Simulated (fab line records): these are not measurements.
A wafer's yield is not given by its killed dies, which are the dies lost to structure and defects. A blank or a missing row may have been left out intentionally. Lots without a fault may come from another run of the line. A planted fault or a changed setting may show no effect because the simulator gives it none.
Split-lot experiment | flow gf180mcu | on a route of 602 steps: 5 lots, 23 wafers read

## SPLIT DETAILS
At GF_MVSD_IMPLANT_08, the setting energy kev was moved away from the recipe's 400 on 10 of the 23 wafers read, by -6.2% to +9.0%. This setting was run at the recipe's value on the other wafers.

The reading comes from the split's own step.

## THE READING
The simulator's own value implant.drp nm, read by no gauge, in nm at GF_MVSD_IMPLANT_08. No usual value for it is given in the file.

wafer  | tool, chamber at the split | energy kev as run | against the recipe | implant.drp nm, nm | against lot-mates on the recipe
L076.3 | implanter-01, 0            | 400               | recipe             | 116.9              | -
L076.4 | implanter-01, 0            | 400               | recipe             | 116.9              | -
L076.5 | implanter-01, 0            | 400               | recipe             | 116.9              | -
L078.1 | implanter-01, 0            | 375.3             | -6.2%              | 112.9              | -4.0
L078.6 | implanter-01, 0            | 375.3             | -6.2%              | 112.9              | -4.0
L078.2 | implanter-01, 0            | 400               | recipe             | 116.9              | -
L078.4 | implanter-01, 0            | 400               | recipe             | 116.9              | -
L078.5 | implanter-01, 0            | 400               | recipe             | 116.9              | -
L079.1 | implanter-02, 0            | 435.9             | +9.0%              | 122                | +5.1
L079.2 | implanter-02, 0            | 435.9             | +9.0%              | 122                | +5.1
L079.5 | implanter-02, 0            | 435.9             | +9.0%              | 122                | +5.1
L079.3 | implanter-02, 0            | 400               | recipe             | 116.9              | -
L079.6 | implanter-02, 0            | 400               | recipe             | 116.9              | -
L082.1 | implanter-04, 0            | 400               | recipe             | 116.9              | -
L082.3 | implanter-04, 0            | 400               | recipe             | 116.9              | -
L082.2 | implanter-04, 0            | 423               | +5.8%              | 120.2              | +3.3
L082.5 | implanter-04, 0            | 423               | +5.8%              | 120.2              | +3.3
L082.6 | implanter-04, 0            | 423               | +5.8%              | 120.2              | +3.3
L083.1 | implanter-01, 0            | 400               | recipe             | 116.9              | -
L083.2 | implanter-01, 0            | 400               | recipe             | 116.9              | -
L083.4 | implanter-01, 0            | 400               | recipe             | 116.9              | -
L083.3 | implanter-01, 0            | 411.6             | +2.9%              | 118.6              | +1.7
L083.5 | implanter-01, 0            | 411.6             | +2.9%              | 118.6              | +1.7

FIT RESULTS
A straight line over all 23 wafers: implant.drp nm changes by +0.59 nm for each +1% of energy kev; r = +1.00; the points scatter about the line by 0.12 nm.
The same after taking each lot's own level away (the mean of its wafers on the recipe; 23 wafers): +0.59 nm for each +1%; r = +1.00; scatter 0.12 nm.
Per that fit: largest energy kev move, reading shift of 5.3 nm.
The lots' own levels span 116.90 to 116.90 nm.
The two slopes are in agreement: the lot-to-lot level therefore moves the slope only a little.
Check: for one of the wafers moved furthest among these (+9.0%), held out of the fit, the line's prediction against its lot-mates is +5.26 nm. Against them it came out at +5.1 nm.

## ADDITIONAL SPLITS CARRIED BY THESE WAFERS
Before the reading, these wafers also passed through other splits. Each is held against what the fit with the lots' levels taken away leaves over:
other split on the same wafers   | wafers away from the commonest value | r with implant.drp nm (lot level and that fit taken away)
GF_STI_CVD_03 temp c             | 15                                   | +0.06
GF_STI_ETCH_14 icp w             | 10                                   | +0.04
GF_STI_WET_ETCH_28 temp c        | 15                                   | -0.23
GF_LVPWELL_IMPLANT_09 energy kev | 11                                   | +0.22

## THE WHOLE CHAIN: every reading that the file lists as answering this split, in the file's order
step               | what it does | reading                                                         | change (the file's fit)               | r (the file's)
GF_MVSD_IMPLANT_08 |              | implant.rp nm (the simulator's own value, which no gauge read)  | +4.51 nm for each +1% of the setting  | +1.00
GF_MVSD_IMPLANT_08 |              | implant.drp nm (the simulator's own value, which no gauge read) | +0.588 nm for each +1% of the setting | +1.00

## FILE'S OWN FIT
implant.drp nm changes by +0.588 nm for each +1% of energy kev, r = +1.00.
